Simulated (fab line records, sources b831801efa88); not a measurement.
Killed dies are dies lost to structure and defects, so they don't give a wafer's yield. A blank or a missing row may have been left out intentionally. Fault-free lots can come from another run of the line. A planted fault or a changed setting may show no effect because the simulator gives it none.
fab line records	flow sky130
[record] lots = 14	wafers = 42	last-day = 50
route steps=708 shown NWELL@63 VT_ADJUST_HVTR@139 VT_ADJUST_PCH@150 SONOS_TUNNEL@167 PAD_OPEN@708
lots untouched by any fault: they come from a run of this same line in which no faults occurred
start-h: hours from the record's first day to the start of the lot's first wafer shown	wait-h: hours since the lot's step before	" same as the row above	L1.1+2: a single row standing in for several wafers	- no value, or no start was given	* or withheld: withheld	< > ~ a bound
route shown NAME@n: names a module that has steps shown in the file, with the first one's number in the route	usual: mean and standard deviation over wafers with no fault	same: alike in all rows	chamber/n: place in a boat	sites: readings site by site	_std_site: standard deviation across them	_edge_site: the outer-site mean with the inner-site mean subtracted	radius-mm: for every site, how far away it sits from the centre of the wafer	mask NAME#n: copy n	behind: the last tool/chamber to shape the wafer	hold: why the lot went on hold/how many hours it stayed there/how the hold came to an end	device: the transistor (n, p or np) that didn't switch	end of line: at the end of the route, the tests of the same wafers	a step with no rows: only its recipe	killed: dies lost to structure and defects at the first sort, not the wafer's yield	map: the dies of a wafer, with x for killed, . for not killed, _ for no die there
set.NAME: the setting as run; set.NAME@STEP: as run at that earlier step	model.NAME: the simulator's own value behind a step, which no gauge read
one table for each step of the route and one row for each wafer, over a sample of lots
[[steps]]
[step SKY_NWELL_OVL_MEAS_10]
[usual] NWELL_00_OVL = -0.7/1.6
lot.wafer	tool	chamber	start-h	wait-h	NWELL_00_OVL[nm]
L969.2	overlay-02	-	85.16	-	-1.7
L969.5	"	-	"	"	-1.2
L969.6	"	-	"	"	1.4
L972.1	overlay-02	-	99.81	-	2.7
L972.3	"	-	"	"	2.5
L972.4	"	-	"	"	1.8
L973.1	overlay-01	-	105.26	-	-1.2
L973.2	"	-	"	"	1.7
L973.5	"	-	"	"	-0.7
L974.1	overlay-01	-	110.26	-	-0.3
L974.2	"	-	"	"	-0.9
L974.3	"	-	"	"	-0.8
L975.1	overlay-02	-	116.81	-	0.5
L975.2	"	-	"	"	-0.8
L975.6	"	-	"	"	0.4
L979.2	overlay-01	-	147.22	-	-0.4
L979.3	"	-	"	"	-2.9
L979.6	"	-	"	"	-3.2
L978.1	overlay-01	-	147.51	-	-0.4
L978.3	"	-	"	"	-0.1
L978.5	"	-	"	"	-0.9
L980.1	overlay-02	-	147.66	-	0.8
L980.4	"	-	"	"	1.9
L980.6	"	-	"	"	-0.3
L981.2	overlay-01	-	156.61	-	-0.7
L981.3	"	-	"	"	-2.0
L981.6	"	-	"	"	-2.1
L982.3	overlay-01	-	159.52	-	0.2
L982.4	"	-	"	"	-1.9
L982.6	"	-	"	"	0.5
L989.3	overlay-02	-	200.07	-	1.3
L989.4	"	-	"	"	1.3
L989.6	"	-	"	"	1.1
L990.2	overlay-02	-	206.22	-	-2.9
L990.4	"	-	"	"	-1.1
L990.5	"	-	"	"	-2.0
L991.1	overlay-02	-	211.66	-	-2.6
L991.3	"	-	"	"	-0.9
L991.5	"	-	"	"	-1.7
L992.2	overlay-01	-	220.02	-	0.7
L992.3	"	-	"	"	-1.7
L992.6	"	-	"	"	-1.0
[step SKY_VT_ADJUST_HVTR_OVL_MEAS_08]
[usual] VT_ADJUST_HVTR_OVL = 0.2/1.4
lot.wafer	tool	chamber	start-h	wait-h	VT_ADJUST_HVTR_OVL[nm]
L969.2	overlay-02	-	201.59	0.1	1.1
L969.5	"	-	"	"	0.7
L969.6	"	-	"	"	0.1
L972.1	overlay-02	-	218.98	0.1	-0.1
L972.3	"	-	"	"	-0.4
L972.4	"	-	"	"	1.0
L973.1	overlay-02	-	225.90	0.1	1.2
L973.2	"	-	"	"	-1.7
L973.5	"	-	"	"	1.7
L974.1	overlay-01	-	233.83	0.1	1.1
L974.2	"	-	"	"	-1.0
L974.3	"	-	"	"	1.5
L975.1	overlay-01	-	242.63	0.1	0.1
L975.2	"	-	"	"	-1.3
L975.6	"	-	"	"	-3.1
L979.2	overlay-02	-	280.18	0.1	1.9
L979.3	"	-	"	"	1.5
L979.6	"	-	"	"	-0.3
L978.1	overlay-01	-	281.12	0.1	1.1
L978.3	"	-	"	"	0.2
L978.5	"	-	"	"	1.4
L980.1	overlay-02	-	281.28	0.1	2.4
L980.4	"	-	"	"	2.5
L980.6	"	-	"	"	2.4
L981.2	overlay-01	-	293.44	0.1	-0.7
L981.3	"	-	"	"	-2.6
L981.6	"	-	"	"	-1.2
L982.3	overlay-02	-	297.74	0.1	-1.6
L982.4	"	-	"	"	-1.4
L982.6	"	-	"	"	-0.3
L989.3	overlay-01	-	347.44	0.1	0.6
L989.4	"	-	"	"	-1.0
L989.6	"	-	"	"	-0.4
L990.2	overlay-02	-	356.23	0.1	0.0
L990.4	"	-	"	"	1.7
L990.5	"	-	"	"	-0.2
L991.1	overlay-02	-	363.23	0.1	-0.5
L991.3	"	-	"	"	2.4
L991.5	"	-	"	"	1.1
L992.2	overlay-02	-	373.29	0.1	0.3
L992.3	"	-	"	"	0.7
L992.6	"	-	"	"	0.5
[step SKY_VT_ADJUST_PCH_OVL_MEAS_07]
[usual] VT_ADJUST_PCH_OVL = 0.0/1.4
lot.wafer	tool	chamber	start-h	wait-h	VT_ADJUST_PCH_OVL[nm]
L969.2	overlay-02	-	224.37	-	0.2
L969.5	"	-	"	"	-0.3
L969.6	"	-	"	"	-1.5
L972.1	overlay-02	-	241.25	-	0.2
L972.3	"	-	"	"	1.0
L972.4	"	-	"	"	1.7
L973.1	overlay-01	-	249.41	-	-2.1
L973.2	"	-	"	"	-0.9
L973.5	"	-	"	"	-1.8
L974.1	overlay-01	-	257.85	-	-0.6
L974.2	"	-	"	"	0.2
L974.3	"	-	"	"	0.3
L975.1	overlay-01	-	266.15	-	0.1
L975.2	"	-	"	"	0.8
L975.6	"	-	"	"	-0.4
L979.2	overlay-02	-	305.87	-	2.3
L979.3	"	-	"	"	-1.3
L979.6	"	-	"	"	-1.2
L978.1	overlay-01	-	306.56	-	1.7
L978.3	"	-	"	"	0.6
L978.5	"	-	"	"	3.0
L980.1	overlay-01	-	307.16	-	0.3
L980.4	"	-	"	"	0.9
L980.6	"	-	"	"	1.1
L981.2	overlay-01	-	319.27	-	0.7
L981.3	"	-	"	"	0.1
L981.6	"	-	"	"	-1.4
L982.3	overlay-01	-	323.32	-	-0.8
L982.4	"	-	"	"	-0.2
L982.6	"	-	"	"	0.2
L989.3	overlay-01	-	375.22	-	-0.2
L989.4	"	-	"	"	0.6
L989.6	"	-	"	"	1.2
L990.2	overlay-02	-	384.36	-	-0.3
L990.4	"	-	"	"	0.3
L990.5	"	-	"	"	0.3
L991.1	overlay-01	-	392.51	-	-0.2
L991.3	"	-	"	"	0.2
L991.5	"	-	"	"	-0.6
L992.2	overlay-01	-	402.02	-	1.5
L992.3	"	-	"	"	-0.8
L992.6	"	-	"	"	-1.0
[step SKY_SONOS_TUNNEL_CLEAN_13]
[recipe] chemistry = dHF	time-s = 20	dilution = 100:1	dry = ipa-marangoni
[usual] run-length-s = 48.7/2.3	time-s = 20/0
lot.wafer	tool	chamber	start-h	wait-h	run-length-s	time-s
L969.2	wet-bench-04	3	248.42	0.0	46.2	20
L969.5	"	3	"	"	46.2	20
L969.6	"	3	"	"	46.2	20
L972.1	wet-bench-03	2	265.40	0.1	46.6	20
L972.3	"	2	"	"	46.6	20
L972.4	"	2	"	"	46.6	20
L973.1	wet-bench-02	1	274.39	0.1	50.8	20
L973.2	"	1	"	"	50.8	20
L973.5	"	1	"	"	50.8	20
L974.1	wet-bench-04	1	282.76	0.1	51.1	20
L974.2	"	1	"	"	51.1	20
L974.3	"	1	"	"	51.1	20
L975.1	wet-bench-02	1	291.32	0.1	52.2	20
L975.2	"	1	"	"	52.2	20
L975.6	"	1	"	"	52.2	20
L979.2	wet-bench-03	0	332.99	0.0	46.2	20
L979.3	"	0	"	"	46.2	20
L979.6	"	0	"	"	46.2	20
L978.1	wet-bench-03	0	333.30	0.1	-	-
L978.3	"	0	"	"	-	-
L978.5	"	0	"	"	-	-
L980.1	wet-bench-04	2	334.17	0.1	-	-
L980.4	"	2	"	"	-	-
L980.6	"	2	"	"	-	-
L981.2	wet-bench-04	1	346.59	0.0	47.5	20
L981.3	"	1	"	"	47.5	20
L981.6	"	1	"	"	47.5	20
L982.3	wet-bench-02	0	350.54	0.0	50.8	20
L982.4	"	0	"	"	50.8	20
L982.6	"	0	"	"	50.8	20
L989.3	wet-bench-02	1	404.39	0.0	50.9	20
L989.4	"	1	"	"	50.9	20
L989.6	"	1	"	"	50.9	20
L990.2	wet-bench-04	1	413.19	0.0	49.0	20
L990.4	"	1	"	"	49.0	20
L990.5	"	1	"	"	49.0	20
L991.1	wet-bench-02	0	422.84	0.1	46.2	20
L991.3	"	0	"	"	46.2	20
L991.5	"	0	"	"	46.2	20
L992.2	wet-bench-02	2	432.61	0.0	46.7	20
L992.3	"	2	"	"	46.7	20
L992.6	"	2	"	"	46.7	20
[step SKY_PAD_OPEN_PROBE_99]
[usual] killed_at_M0_to_M3 = 42/6.6	killed_at_M4_up = 3.0/1.8	killed-at-contacts = 25/5.1	killed-at-front-end = 15/4.4	killed-at-other = 0.3/0.56	killed-dies = 86/8.6	killed-open = 47/6.9	killed-short = 38/6
[same] gross-dies = 492	killed-at-back-side = 0
lot.wafer	tool	chamber	start-h	wait-h	killed_at_M0_to_M3	killed_at_M4_up	killed-at-contacts	killed-at-front-end	killed-at-other	killed-dies	killed-open	killed-short
L972.1	prober-02	-	1087.36	0.1	37	3	25	20	0	85	44	41
L972.3	prober-02	-	1087.46	0.2	34	2	45	14	0	95	61	34
L972.4	prober-02	-	1087.51	0.2	45	3	31	7	0	86	41	45
L975.1	prober-01	-	1107.18	0.1	48	6	24	23	0	101	51	50
L975.2	prober-01	-	1107.23	0.1	52	0	33	23	0	108	63	45
L975.6	prober-01	-	1107.43	0.2	40	3	24	18	1	86	46	40
L979.2	prober-01	-	1144.66	0.1	44	0	27	9	0	80	44	36
L979.3	prober-01	-	1144.71	0.2	34	2	26	18	0	80	43	37
L979.6	prober-01	-	1144.86	0.2	44	3	22	8	0	77	35	42
L978.1	prober-02	-	1145.26	0.1	59	5	25	9	1	99	52	47
L978.3	prober-02	-	1145.36	0.2	40	3	23	8	1	75	48	26
L978.5	prober-02	-	1145.46	0.2	43	5	24	13	0	85	48	37
L981.2	prober-01	-	1151.73	0.1	48	2	26	19	1	96	45	51
L981.3	prober-01	-	1151.78	0.2	41	3	37	16	0	97	52	45
L981.6	prober-01	-	1151.93	0.2	44	2	26	23	0	95	45	50
L990.2	prober-02	-	1187.64	0.1	47	2	31	16	0	96	50	46
L990.4	prober-02	-	1187.74	0.2	36	1	20	13	1	71	35	36
L990.5	prober-02	-	1187.79	0.2	54	1	32	15	0	102	63	39
// killed by level:class
L972.1 VIA1:geometric-particle:open=11 CONTACT:geometric-particle:open=10 FIELD_ISO:geometric-particle:short=7 POLY_GATE:geometric-particle:short=6 VIA2:geometric-particle:open=6 LI_CONTACT:geometric-particle:open=5 LOCAL_INTERCONNECT:geometric-particle:short=5 METAL2:geometric-particle:short=5
L972.3 CONTACT:geometric-particle:open=18 LI_CONTACT:geometric-particle:open=16 VIA2:geometric-particle:open=7 METAL1:geometric-particle:short=5 POLY_GATE:geometric-particle:open=4 POLY_GATE:geometric-particle:short=4 LOCAL_INTERCONNECT:geometric-particle:open=3 SPACER:geometric-particle:open=3
L972.4 VIA1:geometric-particle:open=11 CONTACT:geometric-particle:open=10 VIA1:geometric-particle:short=8 METAL2:geometric-particle:short=7 LI_CONTACT:geometric-particle:open=6 CONTACT:geometric-particle:short=6 METAL1:geometric-particle:short=5 LI_CONTACT:geometric-particle:short=4
L975.1 CONTACT:geometric-particle:open=9 VIA1:geometric-particle:open=9 FIELD_ISO:geometric-particle:short=8 VIA2:geometric-particle:open=8 LOCAL_INTERCONNECT:geometric-particle:short=7 VIA1:geometric-particle:short=7 METAL4:geometric-particle:short=6 VIA3:geometric-particle:open=6
L975.2 CONTACT:geometric-particle:open=12 LI_CONTACT:geometric-particle:open=11 VIA1:geometric-particle:open=9 VIA2:geometric-particle:open=9 POLY_GATE:geometric-particle:open=7 METAL1:geometric-particle:short=5 VIA2:geometric-particle:short=5 VIA3:geometric-particle:open=5
L975.6 VIA1:geometric-particle:open=9 LI_CONTACT:geometric-particle:open=8 VIA2:geometric-particle:open=8 FIELD_ISO:geometric-particle:open=6 CONTACT:geometric-particle:open=6 FIELD_ISO:geometric-particle:short=5 VIA2:geometric-particle:short=5 POLY_GATE:geometric-particle:short=4
L979.2 CONTACT:geometric-particle:open=12 VIA1:geometric-particle:open=8 LOCAL_INTERCONNECT:geometric-particle:short=7 METAL1:geometric-particle:short=6 VIA3:geometric-particle:open=6 CONTACT:geometric-particle:short=5 VIA1:geometric-particle:short=5 METAL2:geometric-particle:short=5
L979.3 CONTACT:geometric-particle:open=10 VIA1:geometric-particle:open=9 POLY_GATE:geometric-particle:short=7 METAL2:geometric-particle:short=6 LI_CONTACT:geometric-particle:open=5 LOCAL_INTERCONNECT:geometric-particle:short=4 CONTACT:geometric-particle:short=4 VIA2:geometric-particle:open=4
L979.6 CONTACT:geometric-particle:open=7 LOCAL_INTERCONNECT:geometric-particle:short=7 METAL2:geometric-particle:short=7 VIA1:geometric-particle:open=6 VIA2:geometric-particle:open=6 METAL1:geometric-particle:short=5 LI_CONTACT:geometric-particle:open=4 VIA3:geometric-particle:short=4
L978.1 VIA1:geometric-particle:open=12 VIA3:geometric-particle:open=11 VIA2:geometric-particle:open=8 CONTACT:geometric-particle:open=7 METAL2:geometric-particle:short=7 METAL3:geometric-particle:short=7 VIA2:geometric-particle:short=6 LOCAL_INTERCONNECT:geometric-particle:short=5
L978.3 CONTACT:geometric-particle:open=9 VIA1:geometric-particle:open=9 VIA3:geometric-particle:open=8 VIA2:geometric-particle:open=6 VIA1:geometric-particle:short=5 LOCAL_INTERCONNECT:geometric-particle:short=5 LI_CONTACT:geometric-particle:open=4 FIELD_ISO:geometric-particle:open=3
L978.5 VIA1:geometric-particle:open=11 CONTACT:geometric-particle:open=10 VIA3:geometric-particle:open=7 METAL1:geometric-particle:short=6 VIA2:geometric-particle:open=6 LI_CONTACT:geometric-particle:open=5 METAL4:geometric-particle:short=5 METAL2:geometric-particle:short=4
L981.2 VIA1:geometric-particle:open=10 CONTACT:geometric-particle:short=9 CONTACT:geometric-particle:open=9 VIA2:geometric-particle:open=8 METAL1:geometric-particle:short=6 VIA1:geometric-particle:short=6 METAL2:geometric-particle:short=6 POLY_GATE:geometric-particle:open=5
L981.3 CONTACT:geometric-particle:open=15 FIELD_ISO:geometric-particle:open=8 LI_CONTACT:geometric-particle:open=8 METAL1:geometric-particle:short=8 CONTACT:geometric-particle:short=7 VIA1:geometric-particle:open=6 VIA2:geometric-particle:short=6 VIA2:geometric-particle:open=6
L981.6 CONTACT:geometric-particle:open=10 VIA1:geometric-particle:open=10 CONTACT:geometric-particle:short=9 VIA1:geometric-particle:short=8 FIELD_ISO:geometric-particle:short=6 VIA3:geometric-particle:open=6 POLY_GATE:geometric-particle:short=5 LI_CONTACT:geometric-particle:open=4
L990.2 VIA1:geometric-particle:open=10 LI_CONTACT:geometric-particle:open=9 CONTACT:geometric-particle:open=8 VIA3:geometric-particle:open=8 FIELD_ISO:geometric-particle:short=7 CONTACT:geometric-particle:short=6 VIA2:geometric-particle:open=5 METAL2:geometric-particle:short=5
L990.4 VIA1:geometric-particle:open=10 CONTACT:geometric-particle:open=7 METAL1:geometric-particle:short=6 VIA2:geometric-particle:open=6 CONTACT:geometric-particle:short=5 LOCAL_INTERCONNECT:geometric-particle:short=5 FIELD_ISO:geometric-particle:short=4 METAL2:geometric-particle:short=4
L990.5 VIA1:geometric-particle:open=13 CONTACT:geometric-particle:open=12 VIA2:geometric-particle:open=10 LI_CONTACT:geometric-particle:open=7 VIA3:geometric-particle:open=7 CONTACT:geometric-particle:short=7 METAL2:geometric-particle:short=7 FIELD_ISO:geometric-particle:open=6
[[key]]
[first-sign] step = SKY_SONOS_TUNNEL_CLEAN_13	reading = tool-record	direction = missing
effect none on later readings
met-at SKY_SONOS_TUNNEL_CLEAN_13
struck-lots L978,L980
tester-left-out L978,L980
not-acting-at SKY_NWELL_OVL_MEAS_10,SKY_VT_ADJUST_HVTR_OVL_MEAS_08,SKY_VT_ADJUST_PCH_OVL_MEAS_07
onset-between 332.99 333.30
[fault] kind = skipped-step-whole	tool = wet-bench-03,wet-bench-04	chamber = -	onset-h = 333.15	steps = SKY_SONOS_TUNNEL_CLEAN_13	scope = struck-lots-only
// tester-left-out: of these lots the tester's yield and bins aren't shown, on N5 and GAA mostly nor the transistor test; their killed dies are dies lost to structure and defects alone, not to doping, threshold or leakage, so they don't give the yield
